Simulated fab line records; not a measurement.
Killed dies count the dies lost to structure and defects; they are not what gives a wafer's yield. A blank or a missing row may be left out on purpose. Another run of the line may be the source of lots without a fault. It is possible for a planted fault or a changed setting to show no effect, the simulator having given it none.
Struck lot and sound lot, side by side :: flow gf180mcu :: 14 out of 602 route steps
Sound: these wafers, L747.3, L747.5, L747.6. Wafers L742.2, L742.3, L742.5 were the ones struck. The cause is named last.
Each step with rows lists, per side, the tool, then ch with its chambers, then its first start. Under that, the readings that differ: sound wafers :: struck wafers :: difference of the means :: sigmas: that difference in standard deviations of wafers without a fault.
alike: a reading whose means differ by less than 2 such deviations, as well as words and numbers matching on both sides. not compared: withheld readings; readings where some wafer has no value; bounds like >300 that might hide an equal value; numbers whose values overlap and for which the record gives no deviation.
Wherever a step has rows on one side only, a row that says differs or no value, or a row with sigmas, the two part there. Non-overlapping numbers with no deviation appear without sigmas and do not part them. Lack of a reading on every wafer of one side parts them only where that side has two or more wafers.

GF_V3_CD_MEAS_14: target cd 260 nm.
  sound on cd-sem-02, day 26 00:01; struck on cd-sem-01, day 24 09:45
  alike: cd-nm
GF_V3_OVL_MEAS_15:
  sound on overlay-02, day 26 00:07; struck on overlay-02, day 24 09:51
  alike: V3_OVL
GF_V3_ETCH_16: etches BARC in N2/H2.
  sound on rie-diel-04 ch 0,3, day 26 00:08; struck on rie-diel-03 ch 1,2,3, day 24 09:53
  alike: drypump-motor-current-A, oes-product-au, throttle-valve-pct
GF_V3_ETCH_17: etches SiO2 in C4F8/O2/Ar, stops on TiN, target depth 635 nm.
  sound on rie-diel-04 ch 0,3; struck on rie-diel-03 ch 1,2,3
  alike: oes-product-au
then, 3 steps without rows for these wafers: GF_V3_STRIP_18 (strips in O2/N2); GF_V3_STRIP_19 (strips in post etch residue remover, time 1200 s); GF_V3_CLEAN_20 (cleans in DIW).
GF_V3_SPUTTER_21: material Ti, target thk 15 nm, time 80.02 s.
  sound on pvd-sputter-03, day 26 00:50; struck on pvd-sputter-01, day 24 10:32
  alike: cathode-dc-power-W, chamber-pressure-pa, throttle-valve-pct
GF_V3_SPUTTER_22: material TiN, target thk 10 nm, time 40 s.
  sound on pvd-sputter-03, day 26 00:54; struck on pvd-sputter-01, day 24 10:37
  alike: cathode-dc-power-W, chamber-pressure-pa, throttle-valve-pct
GF_V3_CVD_23: deposits W, target thk 350 nm, time 104.9 s.
  sound on cvd-w-02 ch 0,1, day 26 00:59; struck on cvd-w-01 ch 0,1, day 24 10:38
  alike: heater-power-w
GF_V3_RS_MEAS_24: measures by four-point-probe.
  sound on film-metro-01, day 26 01:06; struck on film-metro-03, day 24 10:47
  alike: V3_W_RS
GF_V3_THK_MEAS_25: measures by xrf.
  sound on film-metro-01, day 26 01:12; struck on film-metro-03, day 24 10:53
  alike: V3_W_THK
GF_V3_CMP_26: polishes, stops on SiO2, t overpolish 15 s, target thk 0 nm.
  sound on cmp-01 ch 2,3, day 26 01:14; struck on cmp-02 ch 0,1,3, day 24 10:56
reading: overpolish-run-s (s)
sound: 14.995 14.974 15.003
struck: 0.042 0.039 0.031
difference: -14.953
sigmas: -99 or more

reading: time-to-endpoint-s (s)
sound: 88 89 85
struck: 133 129 130
difference: +43
sigmas: +12
  alike: motor-current-A
-- the record jumps here: 6 days lie between the struck wafers' starts before and after (it left off in module V3 and takes up again in module PASSIVATION, whose first step shown is number 602 of the route) --
GF_PASSIVATION_PROBE_99:
  rows exist in the record for the struck wafers here (prober-01, day 30 17:29), but not for the sound ones

== WHERE THEY PART ==
At GF_V3_CMP_26 first; at GF_PASSIVATION_PROBE_99 last (within this record only).

WHY: the cause the simulator had injected
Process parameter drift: cmp-02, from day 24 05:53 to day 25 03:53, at GF_V3_CMP_26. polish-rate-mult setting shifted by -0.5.
